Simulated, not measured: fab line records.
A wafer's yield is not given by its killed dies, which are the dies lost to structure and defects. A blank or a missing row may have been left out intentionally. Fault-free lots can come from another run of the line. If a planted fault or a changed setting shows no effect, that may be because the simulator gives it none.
fab line records	flow sky130
record: lots: 6	wafers: 18	last-day: 49
route steps=708 shown PWDE@54 NWELL@56 PAD_OPEN@708
lots that met no fault: taken from a fault-free run of the same line
start-h: the number of hours between the record's first day and the start of the first shown wafer of the lot	wait-h: how many hours have passed since the lot's step before this one	" the same as in the row above	L1.1+2: a row that stands for several wafers	- no value present, or no start provided	* or withheld: withheld	< > ~ a bound
route shown NAME@n: NAME is a module with steps in the file, n the number in the route of the first one	usual: mean and standard deviation over wafers with no fault	same: alike in all rows	chamber/n: place in a boat	sites: the reading at each site	_std_site: the standard deviation of these	_edge_site: inner sites' mean taken away from outer sites' mean	radius-mm: how far each site lies from the wafer's centre	mask NAME#n: copy n	behind: tool/chamber where the wafer was last shaped	hold: why the lot was held/for how many hours/how that ended	device: the transistor (n, p or np) that didn't switch	end of line: at the end of the route, the tests of the same wafers	a step given without rows: its recipe and nothing more	killed: count of dies lost to structure and defects at first sort (not the wafer's yield)	map: a wafer's dies, marking killed ones x, the rest . and places with no die _
set.NAME: the setting as run; set.NAME@STEP: as run at that earlier step	model.NAME: the simulator's own value behind a step, which no gauge read
lots seen at some steps along the route; tables by step, rows by wafer
services: when a tool's chamber went out of use (start-h, in hours from the record's first day, below 0 if earlier), for how many hours, and the reason
== steps ==
step: SKY_PWDE_STRIP_09
recipe: chemistry: O2/N2	power-w: 1400	pressure-mtorr: 1500	platen-temp-c: withheld	o2-flow-sccm: 3000	n2-flow-sccm: 300	overash-fraction: 0.5
usual: drypump-motor-current-A: 5.9/0.43	o2-flow-sccm: 3001/8.3	oes-product-au: 0.723/0.0044	strip-time-to-endpoint-s: 36.91/0.12
lot.wafer	tool	chamber	start-h	wait-h	drypump-motor-current-A	o2-flow-sccm	oes-product-au	rf-hours-counter-h	strip-time-to-endpoint-s
L579.1	plasma-asher-03	1	79.65	0.1	5.3	3003	0.720	36	37.18
L579.2	"	0	"	"	6.1	3004	0.721	36	37.09
L579.5	"	0	"	"	6.1	3005	0.719	-	37.08
L582.2	plasma-asher-03	1	99.88	0.1	5.3	3011	0.718	39	36.91
L582.4	"	1	"	"	5.3	3010	0.714	-	36.86
L582.6	"	0	"	"	6.1	3003	0.720	-	36.82
L587.1	plasma-asher-02	0	123.78	0.1	5.8	2996	0.728	1	37.08
L587.3	"	1	"	"	6.0	2994	0.720	-	37.07
L587.5	"	0	"	"	5.8	3005	0.718	-	37.05
L588.1	plasma-asher-03	1	132.95	0.1	5.3	3006	0.727	42	36.85
L588.4	"	1	"	"	5.3	3009	0.720	-	36.84
L588.6	"	1	"	"	5.3	3001	0.716	-	36.87
L589.2	plasma-asher-01	1	137.30	0.1	5.7	3002	0.717	47	36.96
L589.3	"	0	"	"	6.7	3010	0.725	-	36.96
L589.6	"	0	"	"	6.7	3002	0.726	-	37.01
L593.2	plasma-asher-01	0	170.74	0.1	6.7	2999	0.717	50	37.20
L593.4	"	0	"	"	6.7	3018	0.727	-	37.25
L593.6	"	0	"	"	6.7	3008	0.717	-	37.27
step: SKY_PWDE_TW_MEAS_10
usual: PWDE_TW: 373/4.3
lot.wafer	tool	chamber	start-h	wait-h	PWDE_TW
L579.1	film-metro-04	-	79.75	0.1	376
L579.2	"	-	"	"	376
L579.5	"	-	"	"	375
L582.2	film-metro-04	-	99.99	0.1	375
L582.4	"	-	"	"	376
L582.6	"	-	"	"	376
L587.1	film-metro-02	-	123.88	0.1	377
L587.3	"	-	"	"	375
L587.5	"	-	"	"	376
L588.1	film-metro-02	-	133.05	0.1	376
L588.4	"	-	"	"	374
L588.6	"	-	"	"	375
L589.2	film-metro-04	-	137.41	0.1	378
L589.3	"	-	"	"	377
L589.6	"	-	"	"	376
L593.2	film-metro-03	-	170.85	0.1	364
L593.4	"	-	"	"	365
L593.6	"	-	"	"	362
step: SKY_NWELL_DEHYDRATE_03
recipe: temp-c: 200	time-s: 60
step: SKY_NWELL_HMDS_04
recipe: prime-time-s: 60	prime-temp-c: 120
step: SKY_NWELL_COAT_05
recipe: spin-rpm: 2000	resist-thk-nm: 3000
step: SKY_NWELL_SOFTBAKE_06
recipe: temp-c: 110	time-s: withheld
step: SKY_NWELL_EXPOSE_07
recipe: mask-id: NWM	na: 0.6	source-shape: conventional	sigma-outer: 0.6	polarization: unpolarized	target-cd-nm: 840	dose-mj: 255
step: SKY_NWELL_PEB_08
recipe: temp-c: 115	time-s: withheld
step: SKY_NWELL_DEVELOP_09
recipe: wall-angle-deg: 90	developer: TMAH	develop-time-s: 60	dev-temp-c: 23
step: SKY_NWELL_OVL_MEAS_10
usual: NWELL_00_OVL: -0.3/1.5
lot.wafer	tool	chamber	start-h	wait-h	NWELL_00_OVL[nm]
L579.1	overlay-01	-	96.22	-	1.8
L579.2	"	-	"	"	2.2
L579.5	"	-	"	"	0.5
L582.2	overlay-02	-	117.21	-	1.0
L582.4	"	-	"	"	2.1
L582.6	"	-	"	"	1.0
L587.1	overlay-01	-	141.52	-	-1.6
L587.3	"	-	"	"	-0.7
L587.5	"	-	"	"	-1.0
L588.1	overlay-01	-	149.70	-	-1.9
L588.4	"	-	"	"	-2.4
L588.6	"	-	"	"	-2.8
L589.2	overlay-02	-	153.47	-	1.1
L589.3	"	-	"	"	0.8
L589.6	"	-	"	"	0.4
L593.2	overlay-02	-	192.26	-	-0.9
L593.4	"	-	"	"	0.1
L593.6	"	-	"	"	0.0
step: SKY_NWELL_IMPLANT_11
recipe: species: P	energy-kev: 400	dose-cm2: 1.9e+13	tilt-deg: withheld
step: SKY_NWELL_IMPLANT_12
recipe: species: P	energy-kev: 120	dose-cm2: 1.3e+12	tilt-deg: withheld
step: SKY_NWELL_IMPLANT_13
recipe: species: P	energy-kev: 50	dose-cm2: 7e+11	tilt-deg: withheld
usual: dose-ions-cm2: 7.001e+11/7e+08	faraday-current-uA: 3.96/0.078
lot.wafer	tool	chamber	start-h	wait-h	dose-ions-cm2	faraday-current-uA
L579.1	implanter-01	0	96.55	0.1	7.002e+11	4.01
L579.2	"	0	"	"	7.009e+11	3.96
L579.5	"	0	"	"	6.995e+11	4.08
L582.2	implanter-02	0	117.56	0.1	6.997e+11	3.83
L582.4	"	0	"	"	7e+11	3.82
L582.6	"	0	"	"	6.996e+11	4.12
L587.1	implanter-02	0	141.85	0.1	9.154e+11	5.26
L587.3	"	0	"	"	9.169e+11	5.27
L587.5	"	0	"	"	9.172e+11	5.23
L588.1	implanter-03	0	150.04	0.1	6.989e+11	4.03
L588.4	"	0	"	"	6.999e+11	3.93
L588.6	"	0	"	"	7.001e+11	3.98
L589.2	implanter-02	0	153.97	0.1	9.164e+11	5.14
L589.3	"	0	"	"	9.15e+11	5.04
L589.6	"	0	"	"	9.169e+11	5.26
L593.2	implanter-03	0	192.61	0.1	6.998e+11	4.03
L593.4	"	0	"	"	7.003e+11	3.87
L593.6	"	0	"	"	6.993e+11	4.01
step: SKY_NWELL_STRIP_14
recipe: chemistry: O2/N2	power-w: 1400	pressure-mtorr: 1500	platen-temp-c: withheld	o2-flow-sccm: 3000	n2-flow-sccm: 300	overash-fraction: 0.5
usual: drypump-motor-current-A: 5.7/0.43	o2-flow-sccm: 3000/8.4	oes-product-au: 0.722/0.0041	strip-time-to-endpoint-s: 36.91/0.089
lot.wafer	tool	chamber	start-h	wait-h	drypump-motor-current-A	o2-flow-sccm	oes-product-au	rf-hours-counter-h	strip-time-to-endpoint-s
L579.1	plasma-asher-02	0	96.70	0.1	5.8	3008	0.720	41	36.98
L579.2	"	1	"	"	5.9	2986	0.724	41	37.08
L579.5	"	1	"	"	6.0	2985	0.722	-	37.20
L582.2	plasma-asher-01	1	117.69	0.1	5.7	2989	0.722	45	36.82
L582.4	"	0	"	"	6.8	3006	0.716	-	36.77
L582.6	"	0	"	"	6.7	3010	0.721	-	36.75
L587.1	plasma-asher-02	0	142.00	0.1	5.8	2979	0.727	2	36.89
L587.3	"	1	"	"	6.0	3016	0.723	-	36.86
L587.5	"	1	"	"	5.9	3003	0.720	-	36.80
L588.1	plasma-asher-04	0	150.19	0.1	5.3	3006	0.729	35	36.82
L588.4	"	1	"	"	5.3	3012	0.725	-	36.79
L588.6	"	1	"	"	5.3	3002	0.714	-	36.84
L589.2	plasma-asher-04	0	154.10	0.1	5.3	2994	0.723	36	36.90
L589.3	"	0	"	"	5.3	2983	0.717	-	36.87
L589.6	"	0	"	"	5.3	2994	0.728	-	36.86
L593.2	plasma-asher-04	0	192.74	0.1	5.3	3002	0.719	39	36.93
L593.4	"	0	"	"	5.3	3001	0.717	-	37.04
L593.6	"	0	"	"	5.3	3006	0.714	-	37.01
step: SKY_NWELL_TW_MEAS_15
usual: NWELL_TW: 1817/22
lot.wafer	tool	chamber	start-h	wait-h	NWELL_TW
L579.1	film-metro-02	-	96.80	0.1	1824
L579.2	"	-	"	"	1825
L579.5	"	-	"	"	1822
L582.2	film-metro-02	-	117.80	0.1	1840
L582.4	"	-	"	"	1824
L582.6	"	-	"	"	1829
L587.1	film-metro-04	-	142.10	0.1	1845
L587.3	"	-	"	"	1845
L587.5	"	-	"	"	1831
L588.1	film-metro-04	-	150.29	0.1	1838
L588.4	"	-	"	"	1828
L588.6	"	-	"	"	1818
L589.2	film-metro-02	-	154.21	0.1	1830
L589.3	"	-	"	"	1827
L589.6	"	-	"	"	1822
L593.2	film-metro-02	-	192.85	0.1	1826
L593.4	"	-	"	"	1829
L593.6	"	-	"	"	1826
step: SKY_NWELL_DEHYDRATE_16
recipe: temp-c: 200	time-s: 60
step: SKY_NWELL_HMDS_17
recipe: prime-time-s: 60	prime-temp-c: 120
step: SKY_NWELL_COAT_18
recipe: spin-rpm: 2000	resist-thk-nm: 3000
step: SKY_NWELL_SOFTBAKE_19
recipe: temp-c: 110	time-s: withheld
step: SKY_NWELL_EXPOSE_20
recipe: mask-id: NWM_COMPLEMENT	na: 0.6	source-shape: conventional	sigma-outer: 0.6	polarization: unpolarized	target-cd-nm: 840	dose-mj: 260
step: SKY_NWELL_PEB_21
recipe: temp-c: 115	time-s: withheld
step: SKY_NWELL_DEVELOP_22
recipe: wall-angle-deg: 90	developer: TMAH	develop-time-s: 60	dev-temp-c: 23
step: SKY_NWELL_OVL_MEAS_23
usual: NWELL_01_OVL: 0.1/1.3
lot.wafer	tool	chamber	start-h	wait-h	NWELL_01_OVL[nm]
L579.1	overlay-02	-	114.95	-	1.4
L579.2	"	-	"	"	-0.3
L579.5	"	-	"	"	1.1
L582.2	overlay-01	-	135.97	-	0.5
L582.4	"	-	"	"	1.0
L582.6	"	-	"	"	0.4
L587.1	overlay-02	-	158.07	-	-1.5
L587.3	"	-	"	"	-1.3
L587.5	"	-	"	"	0.2
L588.1	overlay-01	-	166.52	-	0.1
L588.4	"	-	"	"	0.3
L588.6	"	-	"	"	-2.1
L589.2	overlay-02	-	173.51	-	0.1
L589.3	"	-	"	"	-1.4
L589.6	"	-	"	"	-1.5
L593.2	overlay-02	-	214.32	-	0.0
L593.4	"	-	"	"	1.6
L593.6	"	-	"	"	1.2
step: SKY_NWELL_IMPLANT_24
recipe: species: B	energy-kev: 140	dose-cm2: 9.2e+12	tilt-deg: withheld
step: SKY_NWELL_STRIP_25
recipe: chemistry: O2/N2	power-w: 1400	pressure-mtorr: 1500	platen-temp-c: withheld	o2-flow-sccm: 3000	n2-flow-sccm: 300	overash-fraction: 0.5
usual: drypump-motor-current-A: 5.8/0.41	o2-flow-sccm: 3000/9.9	oes-product-au: 0.722/0.0043	strip-time-to-endpoint-s: 36.94/0.1
lot.wafer	tool	chamber	start-h	wait-h	drypump-motor-current-A	o2-flow-sccm	oes-product-au	rf-hours-counter-h	strip-time-to-endpoint-s
L579.1	plasma-asher-01	0	115.14	0.1	6.7	3002	0.724	44	36.90
L579.2	"	1	"	"	5.7	2990	0.721	44	36.96
L579.5	"	1	"	"	5.7	2990	0.716	-	36.90
L582.2	plasma-asher-02	0	136.15	0.1	5.8	3000	0.721	2	36.89
L582.4	"	0	"	"	5.8	3003	0.719	-	36.98
L582.6	"	1	"	"	5.9	3001	0.715	-	36.86
L587.1	plasma-asher-02	0	158.25	0.1	5.8	2994	0.722	4	36.92
L587.3	"	0	"	"	5.8	3018	0.724	-	37.07
L587.5	"	1	"	"	6.0	3017	0.721	-	37.14
L588.1	plasma-asher-04	0	166.70	0.1	5.3	2998	0.724	37	37.10
L588.4	"	0	"	"	5.3	3004	0.727	-	37.13
L588.6	"	1	"	"	5.3	2991	0.730	-	37.06
L589.2	plasma-asher-02	0	173.69	0.1	5.7	2993	0.715	5	36.84
L589.3	"	1	"	"	5.9	3002	0.727	-	36.84
L589.6	"	1	"	"	5.9	3002	0.717	-	36.99
L593.2	plasma-asher-01	1	214.50	0.1	5.7	2979	0.731	53	36.98
L593.4	"	1	"	"	5.7	2980	0.718	-	36.93
L593.6	"	1	"	"	5.7	2980	0.719	-	36.95
step: SKY_NWELL_TW_MEAS_26
usual: NWELL_2_TW: 495/6.7
lot.wafer	tool	chamber	start-h	wait-h	NWELL_2_TW
L579.1	film-metro-03	-	115.24	0.1	482
L579.2	"	-	"	"	486
L579.5	"	-	"	"	484
L582.2	film-metro-03	-	136.26	0.1	488
L582.4	"	-	"	"	486
L582.6	"	-	"	"	486
L587.1	film-metro-04	-	158.35	0.1	497
L587.3	"	-	"	"	498
L587.5	"	-	"	"	497
L588.1	film-metro-04	-	166.80	0.1	502
L588.4	"	-	"	"	499
L588.6	"	-	"	"	499
L589.2	film-metro-03	-	173.80	0.1	487
L589.3	"	-	"	"	484
L589.6	"	-	"	"	484
L593.2	film-metro-03	-	214.61	0.1	488
L593.4	"	-	"	"	488
L593.6	"	-	"	"	484
step: SKY_NWELL_CLEAN_27
recipe: chemistry: SC1/SC2	mix: 1:4:20	temp-c: 70	time-s: 150	dry: n2-spin
step: SKY_NWELL_RTA_28
recipe: temp-c: 1050	time-s: 30	idle-temp-c: 650	ramp-up-c-per-s: 150	ramp-down-c-per-s: 90	ambient: N2
usual: lamp-power-pct: 25.31/0.052	wafer_temp_C_max: 1054.9/1
lot.wafer	tool	chamber	start-h	wait-h	lamp-power-pct	wafer_temp_C_max
L579.1	rtp-anneal-02	0	115.35	0.0	25.28	1055.7
L579.2	"	0	"	"	25.34	1056.6
L579.5	"	0	"	"	25.38	1057.5
L582.2	rtp-anneal-01	0	136.39	0.0	25.32	1055.8
L582.4	"	0	"	"	25.26	1055.3
L582.6	"	0	"	"	25.32	1055.2
L587.1	rtp-anneal-01	0	158.46	0.0	25.26	1053.1
L587.3	"	0	"	"	25.21	1055.1
L587.5	"	0	"	"	25.36	1054.4
L588.1	rtp-anneal-02	0	166.91	0.0	25.38	1055.4
L588.4	"	0	"	"	25.26	1054.1
L588.6	"	0	"	"	25.29	1055.6
L589.2	rtp-anneal-02	0	173.91	0.0	25.35	1054.1
L589.3	"	0	"	"	25.41	1053.2
L589.6	"	0	"	"	25.38	1055.5
L593.2	rtp-anneal-01	0	214.73	0.0	25.26	1056.1
L593.4	"	0	"	"	25.27	1054.0
L593.6	"	0	"	"	25.23	1055.5
step: SKY_NWELL_RS_MEAS_29
recipe: thk-meas-gauge: four-point-probe
usual: NWELL_RS: 624.7/1.7
lot.wafer	tool	chamber	start-h	wait-h	NWELL_RS[ohm/sq]
L579.1	film-metro-03	-	115.45	0.1	625.2
L579.2	"	-	"	"	624.7
L579.5	"	-	"	"	622.1
L582.2	film-metro-02	-	136.49	0.1	624.3
L582.4	"	-	"	"	625.3
L582.6	"	-	"	"	624.1
L587.1	film-metro-02	-	158.56	0.1	617.5
L587.3	"	-	"	"	616.1
L587.5	"	-	"	"	618.2
L588.1	film-metro-02	-	167.01	0.1	625.3
L588.4	"	-	"	"	622.9
L588.6	"	-	"	"	624.7
L589.2	film-metro-03	-	174.02	0.1	614.5
L589.3	"	-	"	"	616.9
L589.6	"	-	"	"	615.9
L593.2	film-metro-02	-	214.83	0.1	623.3
L593.4	"	-	"	"	625.3
L593.6	"	-	"	"	623.3
step: SKY_PAD_OPEN_PROBE_99
usual: killed_at_M0_to_M3: 44/7.2	killed_at_M4_up: 3.1/1.7	killed-at-contacts: 24/5.2	killed-at-front-end: 15/4.1	killed-at-other: 0.3/0.61	killed-dies: 87/10	killed-open: 48/7.5	killed-short: 39/6.6
same: gross-dies: 492	killed-at-back-side: 0
lot.wafer	tool	chamber	start-h	wait-h	killed_at_M0_to_M3	killed_at_M4_up	killed-at-contacts	killed-at-front-end	killed-at-other	killed-dies	killed-open	killed-short	model.etest.pfet-g5v0d10v5.r-on-ohm-um	model.etest.tip_p_5v.rs-ohm-sq	model.etest.pfet-g5v0d10v5.drive-ua-um	model.etest.pfet_01v8_lvt.drive-ua-um	model.etest.pfet-g5v0d10v5.off-log10-a-um	model.etest.pfet_01v8_lvt.off-log10-a-um	model.etest.pfet-g5v0d10v5.vt-sat-v	model.etest.pfet_16v.vt-v
L579.1	prober-02	-	1072.04	0.1	49	1	29	21	0	100	66	34	4680	2858	346.1	176.4	-12.54	-8.869	-0.633	-1.088
L579.2	prober-02	-	1072.09	0.1	39	1	31	14	0	85	48	36	4700	2864	345.6	173.5	-12.49	-8.629	-0.6065	-1.091
L579.5	prober-02	-	1072.24	0.2	48	1	20	18	0	87	54	32	4770	2859	339.8	176.1	-12.57	-8.682	-0.6456	-1.082
L582.2	prober-02	-	1105.03	0.1	39	1	21	17	0	78	49	29	4837	2905	333.4	169.5	-13.18	-9.14	-0.6846	-1.128
L582.4	prober-02	-	1105.13	0.2	30	2	17	16	0	65	40	25	4747	2903	338.4	169.8	-12.84	-9.009	-0.6592	-1.126
L582.6	prober-02	-	1105.23	0.2	42	4	32	22	0	100	49	51	4833	2906	333.3	168.5	-13.11	-9.167	-0.6958	-1.127
L587.1	prober-01	-	1129.23	0.1	47	3	21	14	0	85	48	37	4928	2918	327.9	160.9	-13.51	-9.659	-0.7462	-1.205
L587.3	prober-01	-	1129.33	0.2	33	1	19	15	0	68	37	31	4911	2894	326.7	163.7	-13.56	-9.6	-0.7565	-1.195
L587.5	prober-01	-	1129.43	0.2	40	1	29	13	0	83	56	27	4909	2902	329.3	163.1	-13.49	-9.482	-0.7349	-1.199
L588.1	prober-02	-	1135.20	0.1	49	2	15	10	0	76	46	30	4849	2914	331.6	176.2	-12.93	-8.723	-0.6744	-1.125
L588.4	prober-02	-	1135.35	0.2	59	3	28	10	0	100	49	50	4878	2912	331.9	176.7	-12.91	-8.788	-0.6711	-1.13
L588.6	prober-02	-	1135.45	0.2	58	2	26	15	0	101	57	44	4869	2927	332.2	174.4	-13.07	-8.649	-0.6946	-1.145
L589.2	prober-01	-	1144.11	0.1	63	4	29	17	0	113	63	50	4908	2926	324.5	169.2	-13.28	-9.655	-0.7349	-1.192
L589.3	prober-01	-	1144.16	0.2	41	0	20	12	0	73	41	32	4871	2913	330.2	168.2	-13.3	-9.694	-0.7388	-1.191
L589.6	prober-01	-	1144.31	0.2	46	1	27	20	0	94	48	45	4901	2922	327.1	167.7	-13.47	-9.807	-0.7289	-1.196
L593.2	prober-01	-	1173.02	0.1	50	6	14	16	0	86	50	35	4852	2876	332	172.4	-12.92	-9.044	-0.676	-1.101
L593.4	prober-01	-	1173.12	0.2	50	4	20	12	1	87	45	40	4812	2883	331.5	171.3	-12.77	-8.919	-0.6573	-1.102
L593.6	prober-01	-	1173.22	0.2	55	1	26	13	0	95	57	37	4823	2873	335.2	174.1	-12.52	-8.836	-0.6263	-1.104
killed by level:class
L579.1 CONTACT:geometric-particle:open=12 VIA1:geometric-particle:open=11 VIA2:geometric-particle:open=11 FIELD_ISO:geometric-particle:open=9 LI_CONTACT:geometric-particle:open=8 VIA1:geometric-particle:short=7 METAL2:geometric-particle:short=5 VIA3:geometric-particle:open=5
L579.2 CONTACT:geometric-particle:open=10 VIA1:geometric-particle:open=10 VIA2:geometric-particle:open=8 METAL2:geometric-particle:short=7 LI_CONTACT:geometric-particle:open=7 VIA3:geometric-particle:open=6 CONTACT:geometric-particle:short=6 LOCAL_INTERCONNECT:geometric-particle:short=5
L579.5 VIA1:geometric-particle:open=14 VIA2:geometric-particle:open=10 METAL2:geometric-particle:short=10 CONTACT:geometric-particle:open=9 FIELD_ISO:geometric-particle:open=7 VIA3:geometric-particle:open=7 POLY_GATE:geometric-particle:short=4 LOCAL_INTERCONNECT:geometric-particle:short=4
L582.2 VIA1:geometric-particle:open=9 VIA2:geometric-particle:open=8 CONTACT:geometric-particle:open=7 VIA3:geometric-particle:open=7 FIELD_ISO:geometric-particle:open=6 LI_CONTACT:geometric-particle:open=6 FIELD_ISO:geometric-particle:short=4 CONTACT:geometric-particle:short=4
L582.4 VIA1:geometric-particle:open=10 CONTACT:geometric-particle:open=6 FIELD_ISO:geometric-particle:short=5 VIA2:geometric-particle:open=5 FIELD_ISO:geometric-particle:open=4 LI_CONTACT:geometric-particle:open=4 CONTACT:geometric-particle:short=4 POLY_CUT:geometric-particle:open=3
L582.6 CONTACT:geometric-particle:short=9 VIA1:geometric-particle:open=8 VIA2:geometric-particle:open=8 CONTACT:geometric-particle:open=8 METAL2:geometric-particle:short=7 FIELD_ISO:geometric-particle:open=5 POLY_GATE:geometric-particle:open=5 VIA3:geometric-particle:open=5
L587.1 VIA1:geometric-particle:open=10 VIA2:geometric-particle:open=7 CONTACT:geometric-particle:open=7 METAL2:geometric-particle:short=7 LI_CONTACT:geometric-particle:open=6 VIA1:geometric-particle:short=6 POLY_GATE:geometric-particle:open=5 METAL1:geometric-particle:short=5
L587.3 VIA1:geometric-particle:open=8 METAL1:geometric-particle:short=8 LI_CONTACT:geometric-particle:open=7 FIELD_ISO:geometric-particle:short=4 VIA3:geometric-particle:open=4 FIELD_ISO:geometric-particle:open=3 LOCAL_INTERCONNECT:geometric-particle:short=3 LI_CONTACT:geometric-particle:short=3
L587.5 LI_CONTACT:geometric-particle:open=10 CONTACT:geometric-particle:open=10 VIA3:geometric-particle:open=9 VIA1:geometric-particle:open=8 LI_CONTACT:geometric-particle:short=6 METAL1:geometric-particle:short=6 POLY_GATE:geometric-particle:open=5 FIELD_ISO:geometric-particle:open=4
L588.1 VIA1:geometric-particle:open=10 VIA2:geometric-particle:open=10 VIA3:geometric-particle:open=7 CONTACT:geometric-particle:open=6 METAL3:geometric-particle:short=6 VIA3:geometric-particle:short=4 VIA2:geometric-particle:short=3 POLY_GATE:geometric-particle:open=3
L588.4 VIA1:geometric-particle:open=15 VIA3:geometric-particle:short=10 METAL1:geometric-particle:short=9 VIA3:geometric-particle:open=9 LI_CONTACT:geometric-particle:open=8 CONTACT:geometric-particle:open=8 LOCAL_INTERCONNECT:geometric-particle:short=6 VIA2:geometric-particle:open=5
L588.6 VIA1:geometric-particle:open=12 VIA2:geometric-particle:open=10 CONTACT:geometric-particle:open=10 METAL1:geometric-particle:short=9 LI_CONTACT:geometric-particle:open=7 VIA3:geometric-particle:open=6 VIA1:geometric-particle:short=5 POLY_GATE:geometric-particle:open=4
L589.2 VIA1:geometric-particle:open=17 LI_CONTACT:geometric-particle:open=11 CONTACT:geometric-particle:open=9 METAL2:geometric-particle:short=9 METAL1:geometric-particle:short=8 VIA3:geometric-particle:open=7 VIA2:geometric-particle:open=6 VIA3:geometric-particle:short=4
L589.3 CONTACT:geometric-particle:open=9 METAL1:geometric-particle:short=9 VIA1:geometric-particle:open=8 VIA2:geometric-particle:open=7 CONTACT:geometric-particle:short=5 VIA1:geometric-particle:short=5 METAL2:geometric-particle:short=5 LI_CONTACT:geometric-particle:open=4
L589.6 VIA1:geometric-particle:open=15 CONTACT:geometric-particle:open=7 METAL1:geometric-particle:short=7 LI_CONTACT:geometric-particle:short=6 LI_CONTACT:geometric-particle:open=6 POLY_GATE:geometric-particle:short=5 METAL3:geometric-particle:short=5 VIA3:geometric-particle:open=5
L593.2 VIA1:geometric-particle:open=10 VIA2:geometric-particle:open=7 VIA3:geometric-particle:open=7 CONTACT:geometric-particle:open=7 METAL2:geometric-particle:short=7 VIA1:geometric-particle:short=6 METAL4:geometric-particle:short=5 METAL1:geometric-particle:open=4
L593.4 VIA1:geometric-particle:open=12 METAL1:geometric-particle:short=9 VIA1:geometric-particle:short=7 LI_CONTACT:geometric-particle:open=6 CONTACT:geometric-particle:open=6 VIA3:geometric-particle:open=6 VIA2:geometric-particle:short=5 LOCAL_INTERCONNECT:geometric-particle:short=4
L593.6 VIA1:geometric-particle:open=17 CONTACT:geometric-particle:open=10 METAL2:geometric-particle:short=9 VIA2:geometric-particle:open=9 LI_CONTACT:geometric-particle:open=7 POLY_GATE:geometric-particle:open=4 POLY_GATE:geometric-particle:short=4 LOCAL_INTERCONNECT:geometric-particle:short=4
== services ==
tool	chamber	start-h	hours	kind
plasma-asher-04	-	75.45	1.0	repair
implanter-02	-	84.08	32.4	pm
implanter-03	-	92.98	8.9	repair
plasma-asher-02	-	108.75	9.0	pm
plasma-asher-02	0	108.75	9.0	vent-cycle
plasma-asher-02	1	108.75	9.0	vent-cycle
plasma-asher-02	0	117.75	-	clean
plasma-asher-02	1	117.75	-	clean
implanter-02	-	120.22	1.0	repair
implanter-01	-	125.48	4.0	pm
implanter-02	-	128.05	2.7	pm
implanter-01	-	148.07	68.0	pm
implanter-03	-	172.84	6.3	repair
plasma-asher-01	-	194.69	4.2	repair
plasma-asher-04	-	197.53	2.8	pm
plasma-asher-03	-	210.66	1.0	repair
== key ==
first-sign: step: SKY_NWELL_IMPLANT_13	reading: dose-ions-cm2	direction: up	sigmas: 99+	usual: *	struck: *
effect: step: SKY_NWELL_IMPLANT_13	reading: faraday-current-uA	direction: up	sigmas: 16	usual: 3.96	struck: 5.20
effect: step: SKY_NWELL_RS_MEAS_29	reading: NWELL_RS	direction: down	sigmas: 4.7	usual: 624.7	struck: 616.5
model-effect: step: SKY_PAD_OPEN_PROBE_99	value: etest.pfet-g5v0d10v5.r-on-ohm-um	without: 4778	struck: 4905
met-at SKY_NWELL_IMPLANT_13
struck-wafers L587.1,L587.3,L587.5,L589.2,L589.3,L589.6
tester-left-out L587,L589
onset-between 117.56 141.85
fault: kind: process-parameter-drift	tool: implanter-02	chamber: -	onset-h: 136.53	steps: SKY_NWELL_IMPLANT_13	channel: dose-cm2	offset: *	shape: step	end-h: 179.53	acts-in: *	stated: *
tester-left-out: of these lots the tester's yield and bins aren't shown, on N5 and GAA mostly nor the transistor test; their killed dies are dies lost to structure and defects alone, not to doping, threshold or leakage, so they don't give the yield
